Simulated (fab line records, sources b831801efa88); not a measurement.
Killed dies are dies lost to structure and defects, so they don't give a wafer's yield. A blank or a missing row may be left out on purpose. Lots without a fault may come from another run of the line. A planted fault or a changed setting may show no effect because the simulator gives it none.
One fault seen from 2 desks | flow sky130 | each desk has only its own numbers; what lay behind them comes last

THE METROLOGY DESK
What the gauges read, lot by lot, whatever tool the lot ran on: means of the sampled wafers that have a number. A lot is out of limits, marked OUT, if its mean lies more than 4 standard deviations from the usual mean; the brackets give that distance.
Columns: A = METAL1_ALCU_THK at SKY_METAL1_THK_MEAS_06, usual 249.1 nm
lot  | first seen here | A
L175 | day 32 15:36    | 248.3
L176 | day 33 04:56    | 250.9
L178 | day 33 17:48    | 248.5
L182 | day 34 23:40    | 247.0
L183 | day 35 10:32    | 248.1
L186 | day 36 03:48    | 251.3
L187 | day 36 13:39    | 245.6
L189 | day 37 01:56    | 251.9
L191 | day 37 19:00    | 248.2
L192 | day 37 22:23    | 247.6
L194 | day 38 19:14    | 245.8
L195 | day 39 00:41    | 248.5
L196 | day 39 12:51    | 250.6
This desk's finding: nothing out of limits on any of the 13 lots.

THE TOOL OWNER'S DESK: litho_track-01
The tool's own readings at SKY_RES_PROTECT_SOFTBAKE_03 (time 60 s): means of the sampled wafers that have a number, for each lot that ran on this tool. A lot is out of limits, marked OUT, if its mean lies more than 4 standard deviations from the usual mean; the brackets give that distance.
Columns: A = heater_power_total_W at SKY_RES_PROTECT_SOFTBAKE_03, usual 56.60 W; B = run_length_s at SKY_RES_PROTECT_SOFTBAKE_03, usual 89.06 s
lot  | first seen here | A               | B
L182 | day 18 01:58    | 57.54 (+21) OUT | 85.90 (-18) OUT
L186 | day 19 08:41    | 57.56 (+21) OUT | 86.02 (-17) OUT
L194 | day 22 06:59    | 56.57           | 89.28
L196 | day 23 07:52    | 56.61           | 89.38
This desk's finding: out of limits on L182, L186; first on L182, day 18 01:58 (heater_power_total_W at SKY_RES_PROTECT_SOFTBAKE_03). In limits: L194, L196.

PUT TOGETHER
The tool owner's desk could have raised an alarm at day 18 01:58, on L182, L186.
The metrology desk saw nothing out of limits.
The metrology desk has L182, L186 on record, within its limits.
Of the lots named, all ran SKY_RES_PROTECT_SOFTBAKE_03 on litho_track-01.

WHAT THE SIMULATOR HAD PUT IN
Process parameter drift: litho_track-01, from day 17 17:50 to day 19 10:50, at SKY_RES_PROTECT_SOFTBAKE_03. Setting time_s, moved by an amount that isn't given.
Lots struck among those shown: L182, L186.
Hours from the fault's start to each desk's first reading out of limits: the tool owner's desk, 8.
